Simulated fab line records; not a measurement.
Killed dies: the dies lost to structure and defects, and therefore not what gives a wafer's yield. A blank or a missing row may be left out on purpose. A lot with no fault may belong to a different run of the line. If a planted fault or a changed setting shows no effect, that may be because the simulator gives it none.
What tool caused it? + flow sfqLine + 42 wafers from 14 lots sampled at 3 of the route's 325 steps

== WHAT THE GAUGES READ, wafer by wafer ==
SFQ_M4_RS_MEAS_924: uses a four-point probe to measure.
| lot  | measured     | on           | M4_NB_RS (ohm/sq) |
|------|--------------|--------------|-------------------|
| L481 | day 50 22:27 | filmMetro-03 | 0.882 0.895 0.882 |
| L482 | day 51 03:47 | filmMetro-01 | 0.907 0.900 0.902 |
| L485 | day 52 16:23 | filmMetro-03 | 0.726 0.712 0.711 |
| L487 | day 53 03:49 | filmMetro-01 | 0.707 0.910 0.724 |
| L494 | day 55 17:29 | filmMetro-04 | 0.895 0.913 0.911 |
| L495 | day 56 07:12 | filmMetro-03 | 0.901 0.880 0.873 |
| L496 | day 56 16:42 | filmMetro-01 | 0.884 0.906 0.908 |
| L498 | day 57 02:23 | filmMetro-01 | 0.903 0.904 0.903 |
| L499 | day 57 03:32 | filmMetro-03 | 0.905 0.926 0.896 |
| L500 | day 57 05:54 | filmMetro-03 | 0.883 0.894 0.892 |
| L501 | day 57 15:32 | filmMetro-03 | 0.904 0.916 0.904 |
| L502 | day 57 20:22 | filmMetro-01 | 0.895 0.894 0.892 |
| L503 | day 58 05:59 | filmMetro-01 | 0.905 0.893 0.900 |
| L504 | day 58 20:18 | filmMetro-03 | 0.906 0.897 0.916 |

== TOOL THAT RAN EACH LOT (tool first, then ch and the chambers of the sampled wafers, then the start) ==
| lot  | SFQ_TRILAYER_M2_BARC_OPEN_METAL_ETCH_077 | SFQ_TRILAYER_M4_DEP_SPUTTER_091 |
|------|------------------------------------------|---------------------------------|
| L481 | rieMetal-02 ch 0,1, day 32 06:44         | pvdSputter-04, day 50 22:18     |
| L482 | rieMetal-03 ch 0,1, day 32 10:19         | pvdSputter-03, day 51 03:42     |
| L485 | rieMetal-03 ch 0, day 33 21:07           | pvdSputter-03, day 52 16:18     |
| L487 | rieMetal-02 ch 0,1, day 34 10:26         | pvdSputter-03, day 53 03:44     |
| L494 | rieMetal-02 ch 0,1, day 37 13:14         | pvdSputter-03, day 55 17:21     |
| L495 | rieMetal-02 ch 0,1, day 38 03:11         | pvdSputter-05, day 56 07:05     |
| L496 | rieMetal-03 ch 0,1, day 38 09:11         | pvdSputter-05, day 56 16:37     |
| L498 | rieMetal-03 ch 0,1, day 38 22:47         | pvdSputter-03, day 57 02:14     |
| L499 | rieMetal-01 ch 0,1, day 40 07:13         | pvdSputter-05, day 57 03:25     |
| L500 | rieMetal-01 ch 0,1, day 42 20:46         | pvdSputter-05, day 57 05:49     |
| L501 | rieMetal-03 ch 0,1, day 45 16:07         | pvdSputter-05, day 57 15:25     |
| L502 | rieMetal-01 ch 0,1, day 45 23:19         | pvdSputter-05, day 57 20:14     |
| L503 | rieMetal-02 ch 0,1, day 46 08:53         | pvdSputter-03, day 58 05:53     |
| L504 | rieMetal-01 ch 0,1, day 47 05:17         | pvdSputter-03, day 58 20:13     |
- SFQ_TRILAYER_M2_BARC_OPEN_METAL_ETCH_077: etches BARC in O2, target depth 125 nm, time 41.7 s.
- SFQ_TRILAYER_M4_DEP_SPUTTER_091: material Nb, target thk 200 nm, time 133.3 s.

== AS READ BY THE TOOLS THEMSELVES (means over the sampled wafers that have a number; for cases with no such wafer, the mark the record gives instead) ==
SFQ_TRILAYER_M2_BARC_OPEN_METAL_ETCH_077.
| lot  | tool        | chamberPressureMTorr (mTorr) | drypumpMotorCurrentA (A) | oesProductAu (a.u.) | rfFwdPowerW (W) |
|------|-------------|------------------------------|--------------------------|---------------------|-----------------|
| L481 | rieMetal-02 | 9.999                        | 6.0                      | 0.686               | 589.3           |
| L482 | rieMetal-03 | 9.992                        | 5.7                      | 0.689               | 593.7           |
| L485 | rieMetal-03 | 10.002                       | 5.9                      | 0.684               | 595.9           |
| L487 | rieMetal-02 | 9.997                        | 5.8                      | 0.686               | 590.8           |
| L494 | rieMetal-02 | 10.007                       | 5.8                      | 0.688               | 590.2           |
| L495 | rieMetal-02 | 10.004                       | 5.8                      | 0.683               | 587.9           |
| L496 | rieMetal-03 | 10.002                       | 5.7                      | 0.687               | 594.1           |
| L498 | rieMetal-03 | 9.998                        | 5.7                      | 0.688               | 595.8           |
| L499 | rieMetal-01 | 9.997                        | 5.8                      | 0.686               | 595.2           |
| L500 | rieMetal-01 | 10.000                       | 5.8                      | 0.688               | 593.5           |
| L501 | rieMetal-03 | 10.000                       | 5.4                      | 0.686               | 594.4           |
| L502 | rieMetal-01 | 9.986                        | 5.5                      | 0.687               | 592.1           |
| L503 | rieMetal-02 | 10.007                       | 5.8                      | 0.691               | 589.5           |
| L504 | rieMetal-01 | 9.995                        | 5.5                      | 0.686               | 594.5           |

SFQ_TRILAYER_M4_DEP_SPUTTER_091.
| lot  | tool          | basePressurePa (Pa) | throttleValvePct (%) |
|------|---------------|---------------------|----------------------|
| L481 | pvdSputter-04 | 1.35e-06            | 30.0                 |
| L482 | pvdSputter-03 | 1.37e-06            | 29.9                 |
| L485 | pvdSputter-03 | 1.24e-06            | 29.2                 |
| L487 | pvdSputter-03 | 1.35e-06            | 30.2                 |
| L494 | pvdSputter-03 | 1.37e-06            | 29.9                 |
| L495 | pvdSputter-05 | 1.32e-06            | 30.3                 |
| L496 | pvdSputter-05 | 1.35e-06            | 30.3                 |
| L498 | pvdSputter-03 | 1.32e-06            | 28.6                 |
| L499 | pvdSputter-05 | 1.30e-06            | 31.3                 |
| L500 | pvdSputter-05 | 1.38e-06            | 31.5                 |
| L501 | pvdSputter-05 | 1.37e-06            | 29.3                 |
| L502 | pvdSputter-05 | 1.28e-06            | 31.5                 |
| L503 | pvdSputter-03 | 1.31e-06            | 29.7                 |
| L504 | pvdSputter-03 | 1.27e-06            | 29.8                 |

== THE ANSWER, worked out from the rows above alone ==
Rule: the usual values come from the lots themselves. Put in order of their means at a reading, lots are off if they are a third of the lots or fewer, leave a main group of 4 or more, and stand apart from it by a gap of 3 or more times the standard deviation of the main group's means; of several such gaps the widest counts. A main group whose means are all the same, to the digits that the tables above print for the reading, isn't used. Also off: a lot with no number at a reading for which 4 or more lots have one. Where the step has rows for the other lots, those lots are counted as sound. After the gauges, taken in route order, come the tools' own readings; for these a lot's mean is taken, as printed above. At the first step where some lot is off, the reading lying furthest off is the one used; lots without a number count as furthest.
Off: L485, L487, seen at SFQ_M4_RS_MEAS_924 (M4_NB_RS). The main group has a mean of 0.899 ohm/sq with a standard deviation of 0.0082.
If a tool, at a process step before that reading, ran all the lots that are off and no sound lot after the first of them, it fits. The gauges at SFQ_M4_RS_MEAS_924 are tried like those tools. Not one of the candidates tried fits.

== WHAT THE SIMULATOR PUT IN ==
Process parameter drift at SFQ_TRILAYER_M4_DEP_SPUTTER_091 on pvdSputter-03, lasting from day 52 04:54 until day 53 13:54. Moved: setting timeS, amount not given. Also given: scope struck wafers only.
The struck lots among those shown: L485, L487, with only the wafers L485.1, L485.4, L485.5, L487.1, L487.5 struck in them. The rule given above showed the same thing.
